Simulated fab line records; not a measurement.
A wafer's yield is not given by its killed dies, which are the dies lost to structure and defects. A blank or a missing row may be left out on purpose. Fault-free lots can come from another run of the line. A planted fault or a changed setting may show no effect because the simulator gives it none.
fab line records	flow gf180mcu
[record] lots = 5	wafers = 15	last_day = 31
route steps=602 shown V2@406 M3@409
lots untouched by any fault: they come from a run of this same line in which no faults occurred
start_h: hours from the record's first day to the start of the lot's first wafer shown	wait_h: how many hours have passed since the lot's step before this one	" identical to the entry in the row above	L1.1+2: several wafers, shown together as one row	- either no value or no given start	* or withheld: withheld	< > ~ a bound
route shown NAME@n: a module of which the file shows steps, and the number in the route of the first	usual: mean/standard deviation of fault-free wafers	same: alike in all rows	chamber/n: place in a boat	sites: the reading at each site	_std_site: the values' standard deviation	_edge_site: inner sites' mean taken away from outer sites' mean	radius_mm: for every site, how far away it sits from the centre of the wafer	mask NAME#n: copy n	behind: the tool/chamber that last shaped the wafer	hold: the reason the lot was held/the length of the hold in hours/how it ended	device: transistor that didn't switch, given as n, p or np	end of line: the same wafers' tests at the end of the route	for a step that has no rows: nothing shown but its recipe	killed: at the first sort, the dies lost to defects and structure; wafer yield is something else	map: a wafer's dies, x killed, . not, _ none there
set.NAME: the run value of the setting; set.NAME@STEP: its run value at that earlier step	model.NAME: the simulator's own value behind a step, which no gauge read
lots at some steps of the route; a table a step, a row a wafer
services: when a tool's chamber went out of use (start_h, in hours from the record's first day, below 0 if earlier), for how many hours, and the reason
[[steps]]
[step GF_V2_RS_MEAS_24]
[recipe] thk_meas_gauge = four-point-probe	reads = W_of_V2_CVD_23+TiN_of_V2_SPUTTER_22+Ti_of_V2_SPUTTER_21
[usual] V2_W_RS = 0.323/0.0048
lot.wafer	tool	chamber	start_h	wait_h	V2_W_RS[ohm/sq]
L075.1	film_metro-03	-	463.81	0.1	0.313
L075.3	"	-	"	"	0.318
L075.6	"	-	"	"	0.318
L074.1	film_metro-01	-	465.14	0.1	0.325
L074.2	"	-	"	"	0.332
L074.6	"	-	"	"	0.323
L076.2	film_metro-03	-	477.02	0.1	0.318
L076.3	"	-	"	"	0.320
L076.5	"	-	"	"	0.327
L078.1	film_metro-04	-	488.51	0.1	0.323
L078.3	"	-	"	"	0.330
L078.5	"	-	"	"	0.322
L083.1	film_metro-04	-	557.08	0.1	0.320
L083.3	"	-	"	"	0.321
L083.4	"	-	"	"	0.327
[step GF_V2_THK_MEAS_25]
[recipe] thk_meas_gauge = xrf	reads = W_of_V2_CVD_23
[usual] V2_W_THK = 347/5.9
lot.wafer	tool	chamber	start_h	wait_h	V2_W_THK[nm]
L075.1	film_metro-03	-	463.93	0.1	353
L075.3	"	-	"	"	347
L075.6	"	-	"	"	347
L074.1	film_metro-01	-	465.26	0.1	340
L074.2	"	-	"	"	334
L074.6	"	-	"	"	345
L076.2	film_metro-03	-	477.13	0.1	349
L076.3	"	-	"	"	345
L076.5	"	-	"	"	338
L078.1	film_metro-04	-	488.63	0.1	353
L078.3	"	-	"	"	346
L078.5	"	-	"	"	354
L083.1	film_metro-04	-	557.20	0.1	353
L083.3	"	-	"	"	352
L083.4	"	-	"	"	345
[step GF_V2_CMP_26]
[recipe] stop_on = SiO2	down_force_psi = 3.5	platen_rpm = 60	t_overpolish_s = 15	target_thk_nm = 0	pad_velocity_m_s = 0.94248
[usual] motor_current_A = 11.1/0.93	overpolish_run_s = 15.000/0.0091	time_to_endpoint_s = 85/4.1
lot.wafer	tool	chamber	start_h	wait_h	motor_current_A	overpolish_run_s	time_to_endpoint_s
L075.3	cmp-02	3	463.99	0.0	10.9	14.988	80
L075.1	"	0	"	"	11.5	15.012	82
L075.6	"	0	"	"	12.1	14.994	78
L074.2	cmp-02	3	465.42	0.1	10.8	15.008	84
L074.1	"	0	"	"	11.2	14.995	85
L074.6	"	2	"	"	12.1	14.998	80
L076.2	cmp-02	1	477.21	0.1	9.6	14.997	81
L076.3	"	0	"	"	11.9	14.996	85
L076.5	"	2	"	"	12.0	14.996	79
L078.3	cmp-01	2	488.69	0.0	11.1	15.004	88
L078.1	"	3	"	"	11.0	15.003	79
L078.5	"	2	"	"	11.4	15.001	87
L083.1	cmp-01	1	557.26	0.1	12.2	15.001	85
L083.3	"	3	"	"	10.7	14.992	81
L083.4	"	0	"	"	8.9	14.992	79
[step GF_M3_SPUTTER_00]
[recipe] material = Ti	target_thk_nm = 37.5	arriving_ion_energy_ev = 80	substrate_temp_c = 200	chamber_pressure_pa = 2	power_w = 4000	time_s = 150
[usual] throttle_valve_pct = 29.9/1.2
lot.wafer	tool	chamber	start_h	wait_h	throttle_valve_pct
L075.1	pvd_sputter-01	-	464.29	0.2	28.6
L075.3	"	-	"	"	29.2
L075.6	"	-	"	"	29.6
L074.1	pvd_sputter-01	-	465.62	0.1	29.7
L074.2	"	-	"	"	28.6
L074.6	"	-	"	"	28.6
L076.2	pvd_sputter-01	-	477.51	0.2	31.9
L076.3	"	-	"	"	30.7
L076.5	"	-	"	"	29.0
L078.1	pvd_sputter-01	-	488.99	0.2	30.5
L078.3	"	-	"	"	29.2
L078.5	"	-	"	"	31.8
L083.1	pvd_sputter-01	-	557.56	0.2	30.5
L083.3	"	-	"	"	29.4
L083.4	"	-	"	"	31.6
[step GF_M3_SPUTTER_01]
[recipe] material = TiN	target_thk_nm = 30	power_w = 6500	time_s = 25	chamber_pressure_pa = 0.4
[usual] throttle_valve_pct = 29.9/1.2
lot.wafer	tool	chamber	start_h	wait_h	throttle_valve_pct
L075.1	pvd_sputter-01	-	464.39	0.1	28.9
L075.3	"	-	"	"	29.4
L075.6	"	-	"	"	29.6
L074.1	pvd_sputter-01	-	465.72	0.1	29.3
L074.2	"	-	"	"	28.7
L074.6	"	-	"	"	28.7
L076.2	pvd_sputter-01	-	477.61	0.1	31.7
L076.3	"	-	"	"	30.4
L076.5	"	-	"	"	29.6
L078.1	pvd_sputter-01	-	489.09	0.1	30.7
L078.3	"	-	"	"	29.1
L078.5	"	-	"	"	31.6
L083.1	pvd_sputter-01	-	557.66	0.1	30.6
L083.3	"	-	"	"	29.4
L083.4	"	-	"	"	31.8
[step GF_M3_SPUTTER_02]
[recipe] material = AlCu	target_thk_nm = 450	power_w = 10600	time_s = 23.9	chamber_pressure_pa = 0.4
[usual] throttle_valve_pct = 29.9/1.2
lot.wafer	tool	chamber	start_h	wait_h	throttle_valve_pct
L075.1	pvd_sputter-01	-	464.42	0.0	28.8
L075.3	"	-	"	"	29.6
L075.6	"	-	"	"	29.5
L074.1	pvd_sputter-01	-	465.75	0.0	29.1
L074.2	"	-	"	"	28.7
L074.6	"	-	"	"	28.6
L076.2	pvd_sputter-01	-	477.64	0.0	31.7
L076.3	"	-	"	"	30.5
L076.5	"	-	"	"	29.6
L078.1	pvd_sputter-01	-	489.12	0.0	30.6
L078.3	"	-	"	"	29.7
L078.5	"	-	"	"	32.0
L083.1	pvd_sputter-01	-	557.69	0.0	30.6
L083.3	"	-	"	"	29.3
L083.4	"	-	"	"	31.7
[step GF_M3_SPUTTER_03]
[recipe] material = Ti	target_thk_nm = 10	substrate_temp_c = 300	chamber_pressure_pa = 0.3	power_w = 3000	time_s = 6.7
[usual] throttle_valve_pct = 29.9/1.1
lot.wafer	tool	chamber	start_h	wait_h	throttle_valve_pct
L075.1	pvd_sputter-01	-	464.45	0.0	28.6
L075.3	"	-	"	"	29.3
L075.6	"	-	"	"	29.4
L074.1	pvd_sputter-01	-	465.78	0.0	29.3
L074.2	"	-	"	"	28.6
L074.6	"	-	"	"	28.4
L076.2	pvd_sputter-01	-	477.67	0.0	31.7
L076.3	"	-	"	"	30.6
L076.5	"	-	"	"	29.0
L078.1	pvd_sputter-01	-	489.15	0.0	30.6
L078.3	"	-	"	"	29.5
L078.5	"	-	"	"	31.4
L083.1	pvd_sputter-01	-	557.72	0.0	30.7
L083.3	"	-	"	"	29.3
L083.4	"	-	"	"	31.5
[step GF_M3_SPUTTER_04]
[recipe] material = TiN	target_thk_nm = 50	power_w = 6500	time_s = 41.7	chamber_pressure_pa = 0.4
[usual] throttle_valve_pct = 29.9/1.2
lot.wafer	tool	chamber	start_h	wait_h	throttle_valve_pct
L075.1	pvd_sputter-01	-	464.47	0.0	28.9
L075.3	"	-	"	"	29.3
L075.6	"	-	"	"	29.4
L074.1	pvd_sputter-01	-	465.80	0.0	29.4
L074.2	"	-	"	"	28.8
L074.6	"	-	"	"	28.8
L076.2	pvd_sputter-01	-	477.69	0.0	31.7
L076.3	"	-	"	"	30.7
L076.5	"	-	"	"	29.6
L078.1	pvd_sputter-01	-	489.17	0.0	30.5
L078.3	"	-	"	"	29.4
L078.5	"	-	"	"	31.5
L083.1	pvd_sputter-01	-	557.74	0.0	30.7
L083.3	"	-	"	"	29.4
L083.4	"	-	"	"	31.6
[step GF_M3_RS_MEAS_05]
[recipe] thk_meas_gauge = four-point-probe	reads = TiN_of_M3_SPUTTER_04+Ti_of_M3_SPUTTER_03+AlCu_of_M3_SPUTTER_02+TiN_of_M3_SPUTTER_01+Ti_of_M3_SPUTTER_00
[usual] M3_ALCU_RS = 0.0694/0.00079
lot.wafer	tool	chamber	start_h	wait_h	M3_ALCU_RS[ohm/sq]
L075.1	film_metro-02	-	464.51	0.0	0.0690
L075.3	"	-	"	"	0.0695
L075.6	"	-	"	"	0.0692
L074.1	film_metro-03	-	465.84	0.0	0.0694
L074.2	"	-	"	"	0.0685
L074.6	"	-	"	"	0.0683
L076.2	film_metro-02	-	477.75	0.0	0.0681
L076.3	"	-	"	"	0.0692
L076.5	"	-	"	"	0.0689
L078.1	film_metro-02	-	489.21	0.0	0.0687
L078.3	"	-	"	"	0.0689
L078.5	"	-	"	"	0.0686
L083.1	film_metro-03	-	557.78	0.0	0.0703
L083.3	"	-	"	"	0.0703
L083.4	"	-	"	"	0.0695
[step GF_M3_THK_MEAS_06]
[recipe] thk_meas_gauge = xrf	reads = AlCu_of_M3_SPUTTER_02
[usual] M3_ALCU_THK = 451/5.2
lot.wafer	tool	chamber	start_h	wait_h	M3_ALCU_THK[nm]
L075.1	film_metro-02	-	464.63	0.1	450
L075.3	"	-	"	"	448
L075.6	"	-	"	"	449
L074.1	film_metro-03	-	465.96	0.1	452
L074.2	"	-	"	"	458
L074.6	"	-	"	"	462
L076.2	film_metro-02	-	477.86	0.1	458
L076.3	"	-	"	"	448
L076.5	"	-	"	"	454
L078.1	film_metro-02	-	489.33	0.1	450
L078.3	"	-	"	"	449
L078.5	"	-	"	"	452
L083.1	film_metro-03	-	557.90	0.1	446
L083.3	"	-	"	"	448
L083.4	"	-	"	"	451
[step GF_M3_DEHYDRATE_07]
[recipe] temp_c = 200	time_s = 60
[usual] plate_temp_C = 200.00/0.16
lot.wafer	tool	chamber	start_h	wait_h	plate_temp_C
L075.1	litho_track-03	0	475.92	11.3	200.29
L075.3	"	0	"	"	200.22
L075.6	"	0	"	"	199.86
L074.1	litho_track-02	0	477.15	11.2	199.72
L074.2	"	0	"	"	200.09
L074.6	"	0	"	"	199.91
L076.2	litho_track-02	0	489.13	11.3	200.07
L076.3	"	0	"	"	200.00
L076.5	"	0	"	"	200.15
L078.1	litho_track-02	0	500.50	11.2	200.23
L078.3	"	0	"	"	199.93
L078.5	"	0	"	"	199.96
L083.1	litho_track-02	0	568.25	10.3	200.25
L083.3	"	0	"	"	199.97
L083.4	"	0	"	"	200.19
[step GF_M3_HMDS_08]
[recipe] prime_time_s = 60	prime_temp_c = 120
lot.wafer	tool	chamber	start_h	wait_h
L075.1+3+6	litho_track-03	0	476.07	0.1
L074.1+2+6	litho_track-02	0	477.30	0.1
L076.2+3+5	litho_track-02	0	489.28	0.1
L078.1+3+5	litho_track-02	0	500.65	0.1
L083.1+3+4	litho_track-02	0	568.40	0.1
[step GF_M3_COAT_09]
[recipe] resist = KrF	spin_rpm = withheld	resist_thk_nm = 1000
[usual] dispense_pressure_kPa = 48/4.8
lot.wafer	tool	chamber	start_h	wait_h	dispense_pressure_kPa
L075.1	litho_track-03	0	476.22	0.1	51
L075.3	"	0	"	"	51
L075.6	"	0	"	"	51
L074.1	litho_track-02	0	477.45	0.1	43
L074.2	"	0	"	"	43
L074.6	"	0	"	"	43
L076.2	litho_track-02	0	489.43	0.1	43
L076.3	"	0	"	"	43
L076.5	"	0	"	"	43
L078.1	litho_track-02	0	500.80	0.1	43
L078.3	"	0	"	"	43
L078.5	"	0	"	"	42
L083.1	litho_track-02	0	568.55	0.1	43
L083.3	"	0	"	"	43
L083.4	"	0	"	"	43
[step GF_M3_SOFTBAKE_10]
[recipe] temp_c = 130	time_s = 60	resist = KrF
[usual] plate_temp_C = 129.99/0.15
lot.wafer	tool	chamber	start_h	wait_h	plate_temp_C
L075.1	litho_track-03	0	476.37	0.1	130.04
L075.3	"	0	"	"	129.92
L075.6	"	0	"	"	129.91
L074.1	litho_track-02	0	477.60	0.1	129.87
L074.2	"	0	"	"	130.01
L074.6	"	0	"	"	129.94
L076.2	litho_track-02	0	489.58	0.1	130.03
L076.3	"	0	"	"	129.89
L076.5	"	0	"	"	129.74
L078.1	litho_track-02	0	500.95	0.1	129.77
L078.3	"	0	"	"	129.54
L078.5	"	0	"	"	129.69
L083.1	litho_track-02	0	568.70	0.1	129.96
L083.3	"	0	"	"	129.78
L083.4	"	0	"	"	129.96
[step GF_M3_EXPOSE_11]
[recipe] mask_id = Metal3	target_cd_nm = 280	na = 0.68	source_shape = conventional	sigma_outer = 0.6	dose_mj = 28
[same] na = 0.68
lot.wafer	tool	chamber	start_h	wait_h	mask
L075.1+3+6	krf_scanner-02	0	-	-	Metal3#0
L074.1+2+6	krf_scanner-02	0	-	-	Metal3#0
L076.2+3+5	krf_scanner-02	0	-	-	Metal3#0
L078.1+3+5	krf_scanner-02	0	-	-	Metal3#0
L083.1+3+4	krf_scanner-02	0	-	-	Metal3#0
[step GF_M3_PEB_12]
[recipe] peb_temp_c = 135	peb_time_s = 90	resist = KrF
[usual] plate_temp_C = 135.01/0.13
lot.wafer	tool	chamber	start_h	wait_h	plate_temp_C
L075.1	litho_track-04	0	-	-	135.13
L075.3	"	0	"	"	135.05
L075.6	"	0	"	"	134.99
L074.1	litho_track-04	0	-	-	134.97
L074.2	"	0	"	"	135.02
L074.6	"	0	"	"	134.83
L076.2	litho_track-04	0	-	-	134.87
L076.3	"	0	"	"	135.09
L076.5	"	0	"	"	135.11
L078.1	litho_track-02	0	-	-	135.25
L078.3	"	0	"	"	135.15
L078.5	"	0	"	"	135.22
L083.1	litho_track-02	0	-	-	134.97
L083.3	"	0	"	"	135.15
L083.4	"	0	"	"	135.23
[step GF_M3_DEVELOP_13]
[recipe] develop_time_s = 60	dev_temp_c = 21
[same] develop_time_s = 60
lot.wafer	tool	chamber	start_h	wait_h
L075.1+3+6	litho_track-04	0	487.98	0.2
L074.1+2+6	litho_track-04	0	489.08	0.2
L076.2+3+5	litho_track-04	0	501.05	0.2
L078.1+3+5	litho_track-02	0	511.95	0.2
L083.1+3+4	litho_track-02	0	579.20	0.2
[step GF_M3_CD_MEAS_14]
[recipe] target_cd_nm = 280
[usual] cd_nm = 279.7/1.1
lot.wafer	tool	chamber	start_h	wait_h	cd_nm
L075.1	cd_sem-02	-	488.13	0.1	279.9
L075.3	"	-	"	"	279.4
L075.6	"	-	"	"	279.8
L074.1	cd_sem-02	-	489.23	0.1	281.0
L074.2	"	-	"	"	279.4
L074.6	"	-	"	"	279.1
L076.2	cd_sem-02	-	501.20	0.1	279.1
L076.3	"	-	"	"	280.5
L076.5	"	-	"	"	280.5
L078.1	cd_sem-02	-	512.19	0.2	277.9
L078.3	"	-	"	"	277.5
L078.5	"	-	"	"	277.9
L083.1	cd_sem-01	-	579.35	0.1	279.3
L083.3	"	-	"	"	279.0
L083.4	"	-	"	"	279.2
[[services]]
tool	chamber	start_h	hours	kind
krf_scanner-02	-	443.57	2.1	repair
krf_scanner-02	-	450.22	17.9	repair
litho_track-03	-	450.40	-	consumable_replace:filter
cmp-02	-	456.34	4.0	pm
cmp-02	-	488.38	1.1	repair
pvd_sputter-01	1	512.35	-	consumable_replace:kit
pvd_sputter-01	1	512.35	18.0	scheduled_down
pvd_sputter-01	1	512.35	18.0	vent_cycle
krf_scanner-02	-	547.84	0.8	pm
krf_scanner-02	0	569.91	-	calibration
cmp-02	-	572.00	4.0	pm
cmp-02	-	573.02	1.0	repair
cmp-01	-	576.00	5.1	pm
cmp-02	-	576.00	-	consumable_replace:conditioner
cmp-02	-	576.00	-	consumable_replace:pad
krf_scanner-02	-	578.97	1.0	pm
[[key]]
fault none
